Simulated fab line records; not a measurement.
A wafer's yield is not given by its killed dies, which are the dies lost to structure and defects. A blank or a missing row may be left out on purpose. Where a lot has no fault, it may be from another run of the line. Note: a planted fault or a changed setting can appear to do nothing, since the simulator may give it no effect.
Which tool is to blame? :: flow gf180mcu :: 39 wafers from 13 lots sampled at 5 of the route's 602 steps

WHAT THE GAUGES SHOWED, per wafer
GF_V2_THK_MEAS_01.
lot: L703
measured: day 19 09:49
on: film-metro-01
V2_CVD_00_THK (nm): 600 605 612

lot: L704
measured: day 19 14:41
on: film-metro-02
V2_CVD_00_THK (nm): 596 601 603

lot: L710
measured: day 21 21:34
on: film-metro-02
V2_CVD_00_THK (nm): 611 609 600

lot: L711
measured: day 22 07:26
on: film-metro-01
V2_CVD_00_THK (nm): 611 601 611

lot: L712
measured: day 22 21:07
on: film-metro-03
V2_CVD_00_THK (nm): 605 603 605

lot: L714
measured: day 23 14:06
on: film-metro-02
V2_CVD_00_THK (nm): 611 610 599

lot: L715
measured: day 23 17:23
on: film-metro-02
V2_CVD_00_THK (nm): 596 587 594

lot: L716
measured: day 24 01:44
on: film-metro-01
V2_CVD_00_THK (nm): 596 600 597

lot: L718
measured: day 24 14:32
on: film-metro-01
V2_CVD_00_THK (nm): 603 597 594

lot: L719
measured: day 24 21:31
on: film-metro-02
V2_CVD_00_THK (nm): 598 604 602

lot: L721
measured: day 25 14:34
on: film-metro-02
V2_CVD_00_THK (nm): 603 609 610

lot: L722
measured: day 26 01:03
on: film-metro-03
V2_CVD_00_THK (nm): 601 612 604

lot: L726
measured: day 27 07:13
on: film-metro-02
V2_CVD_00_THK (nm): 609 606 600

GF_V2_THK_MEAS_03.
lot: L703
measured: day 19 09:57
on: film-metro-03
V2_CVD_02_THK (nm): 854 856 851

lot: L704
measured: day 19 14:49
on: film-metro-01
V2_CVD_02_THK (nm): 842 838 854

lot: L710
measured: day 21 21:42
on: film-metro-02
V2_CVD_02_THK (nm): 839 838 856

lot: L711
measured: day 22 07:36
on: film-metro-03
V2_CVD_02_THK (nm): 864 863 873

lot: L712
measured: day 22 21:15
on: film-metro-01
V2_CVD_02_THK (nm): 859 856 863

lot: L714
measured: day 23 14:16
on: film-metro-02
V2_CVD_02_THK (nm): 848 849 839

lot: L715
measured: day 23 17:30
on: film-metro-02
V2_CVD_02_THK (nm): 860 858 861

lot: L716
measured: day 24 01:55
on: film-metro-02
V2_CVD_02_THK (nm): 845 859 847

lot: L718
measured: day 24 14:40
on: film-metro-03
V2_CVD_02_THK (nm): 845 839 857

lot: L719
measured: day 24 21:39
on: film-metro-03
V2_CVD_02_THK (nm): 861 862 861

lot: L721
measured: day 25 14:41
on: film-metro-03
V2_CVD_02_THK (nm): 840 833 850

lot: L722
measured: day 26 01:10
on: film-metro-02
V2_CVD_02_THK (nm): 838 845 857

lot: L726
measured: day 27 07:21
on: film-metro-02
V2_CVD_02_THK (nm): 848 846 837

GF_V2_RS_MEAS_24: measures by four-point-probe.
lot: L703
measured: day 20 11:07
on: film-metro-03
V2_W_RS (ohm/sq): 0.325 0.329 0.330

lot: L704
measured: day 20 16:16
on: film-metro-01
V2_W_RS (ohm/sq): 0.331 0.330 0.330

lot: L710
measured: day 22 22:42
on: film-metro-01
V2_W_RS (ohm/sq): 0.330 0.324 0.326

lot: L711
measured: day 23 07:47
on: film-metro-03
V2_W_RS (ohm/sq): 0.326 0.326 0.324

lot: L712
measured: day 23 21:25
on: film-metro-01
V2_W_RS (ohm/sq): 0.329 0.328 0.326

lot: L714
measured: day 24 13:13
on: film-metro-02
V2_W_RS (ohm/sq): 0.328 0.321 0.319

lot: L715
measured: day 24 17:05
on: film-metro-01
V2_W_RS (ohm/sq): 0.324 0.329 0.327

lot: L716
measured: day 25 00:52
on: film-metro-01
V2_W_RS (ohm/sq): 0.326 0.327 0.326

lot: L718
measured: day 25 13:46
on: film-metro-03
V2_W_RS (ohm/sq): 0.325 0.327 0.329

lot: L719
measured: day 25 21:02
on: film-metro-01
V2_W_RS (ohm/sq): 0.330 0.328 0.334

lot: L721
measured: day 26 13:24
on: film-metro-01
V2_W_RS (ohm/sq): 0.310 0.310 0.305

lot: L722
measured: day 26 23:17
on: film-metro-02
V2_W_RS (ohm/sq): 0.314 0.316 0.312

lot: L726
measured: day 28 05:24
on: film-metro-02
V2_W_RS (ohm/sq): 0.331 0.327 0.332

GF_V2_THK_MEAS_25: measures by xrf.
lot: L703
measured: day 20 11:14
on: film-metro-03
V2_W_THK (nm): 367 361 357

lot: L704
measured: day 20 16:23
on: film-metro-01
V2_W_THK (nm): 361 364 361

lot: L710
measured: day 22 22:49
on: film-metro-01
V2_W_THK (nm): 364 367 367

lot: L711
measured: day 23 07:54
on: film-metro-03
V2_W_THK (nm): 362 362 364

lot: L712
measured: day 23 21:31
on: film-metro-01
V2_W_THK (nm): 365 367 368

lot: L714
measured: day 24 13:20
on: film-metro-02
V2_W_THK (nm): 364 372 375

lot: L715
measured: day 24 17:10
on: film-metro-01
V2_W_THK (nm): 371 367 366

lot: L716
measured: day 25 00:59
on: film-metro-01
V2_W_THK (nm): 366 364 365

lot: L718
measured: day 25 13:53
on: film-metro-03
V2_W_THK (nm): 362 361 358

lot: L719
measured: day 25 21:08
on: film-metro-01
V2_W_THK (nm): 359 361 356

lot: L721
measured: day 26 13:31
on: film-metro-01
V2_W_THK (nm): 384 383 390

lot: L722
measured: day 26 23:25
on: film-metro-02
V2_W_THK (nm): 379 378 383

lot: L726
measured: day 28 05:31
on: film-metro-02
V2_W_THK (nm): 359 363 357

EACH LOT AND THE TOOL THAT RAN IT (in order: tool; ch and the chambers of the sampled wafers; start)
lot: L703
GF_V2_CVD_23: cvd-w-01 ch 0,1, day 20 11:01

lot: L704
GF_V2_CVD_23: cvd-w-02 ch 0,1, day 20 16:10

lot: L710
GF_V2_CVD_23: cvd-w-02 ch 0,1, day 22 22:35

lot: L711
GF_V2_CVD_23: cvd-w-02 ch 0,1, day 23 07:40

lot: L712
GF_V2_CVD_23: cvd-w-02 ch 0,1, day 23 21:17

lot: L714
GF_V2_CVD_23: cvd-w-01 ch 0,1, day 24 13:06

lot: L715
GF_V2_CVD_23: cvd-w-01 ch 0,1, day 24 16:56

lot: L716
GF_V2_CVD_23: cvd-w-01 ch 0,1, day 25 00:45

lot: L718
GF_V2_CVD_23: cvd-w-02 ch 0,1, day 25 13:39

lot: L719
GF_V2_CVD_23: cvd-w-01 ch 0,1, day 25 20:54

lot: L721
GF_V2_CVD_23: cvd-w-02 ch 0,1, day 26 13:16

lot: L722
GF_V2_CVD_23: cvd-w-02 ch 0,1, day 26 23:11

lot: L726
GF_V2_CVD_23: cvd-w-01 ch 0,1, day 28 05:17
- GF_V2_CVD_23: deposits W, target thk 350 nm, time 104.94 s.

WHAT THE TOOLS THEMSELVES READ (means of the sampled wafers that have a number; where no wafer has one, the mark that the record gives instead)
GF_V2_CVD_23.
lot: L703
tool: cvd-w-01
heater-power-w (W): 841
susceptor-temp-C (C): 400.07

lot: L704
tool: cvd-w-02
heater-power-w (W): 746
susceptor-temp-C (C): 399.83

lot: L710
tool: cvd-w-02
heater-power-w (W): 802
susceptor-temp-C (C): 400.01

lot: L711
tool: cvd-w-02
heater-power-w (W): 801
susceptor-temp-C (C): 400.05

lot: L712
tool: cvd-w-02
heater-power-w (W): 748
susceptor-temp-C (C): 400.09

lot: L714
tool: cvd-w-01
heater-power-w (W): 848
susceptor-temp-C (C): 400.03

lot: L715
tool: cvd-w-01
heater-power-w (W): 841
susceptor-temp-C (C): 399.96

lot: L716
tool: cvd-w-01
heater-power-w (W): 840
susceptor-temp-C (C): 400.07

lot: L718
tool: cvd-w-02
heater-power-w (W): 759
susceptor-temp-C (C): 399.84

lot: L719
tool: cvd-w-01
heater-power-w (W): 849
susceptor-temp-C (C): 399.92

lot: L721
tool: cvd-w-02
heater-power-w (W): 817
susceptor-temp-C (C): 402.38

lot: L722
tool: cvd-w-02
heater-power-w (W): 814
susceptor-temp-C (C): 402.51

lot: L726
tool: cvd-w-01
heater-power-w (W): 851
susceptor-temp-C (C): 400.10

THE ANSWER, worked out from the rows above alone
Rule: usual is defined by the lots themselves. The widest of any qualifying gaps counts: lots, ordered by their means at a reading, are off when they make up no more than a third of the lots, leave a main group of 4 or more, and stand apart from it by 3 or more times the standard deviation of that group's means. The tables above print the reading to a certain number of digits; a main group whose means all agree to those digits is not used. Also off: a lot with no number at a reading for which 4 or more lots have one. Any other lot the step has rows for is counted as sound. After the gauges, taken in route order, come the tools' own readings; for these a lot's mean is taken, as printed above. At the first step where some lot is off, the reading lying furthest off is the one used; lots without a number count as furthest.
Off: at GF_V2_RS_MEAS_24 (V2_W_RS), L721, L722. The main group: mean 0.327 ohm/sq, standard deviation 0.0022.
A tool fits if, at a process step before that reading, it ran every lot that is off, and no sound lot after the first of them. Not tried: the gauges at GF_V2_RS_MEAS_24; whatever is off there is also off at GF_V2_CVD_23, on other tools, and gauge error can't account for it. One candidate fits, namely cvd-w-02 at GF_V2_CVD_23. A fault onset in the window from L718 (day 25 13:39, its last sound lot) to L721 (day 26 13:16, its first lot off) fits.
The tool's own readings at GF_V2_CVD_23 bear it out: on the lots that are off they differ by more than 5 times the standard deviation of the sound lots' means. susceptor-temp-C reads 402.44 C there against 400.00 C on the sound lots.

WHAT THE SIMULATOR HAD PUT IN
Drift in process parameters on cvd-w-02 at GF_V2_CVD_23, starting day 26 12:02. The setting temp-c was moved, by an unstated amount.
Struck lots among those shown: L721, L722. The rule above found the same.
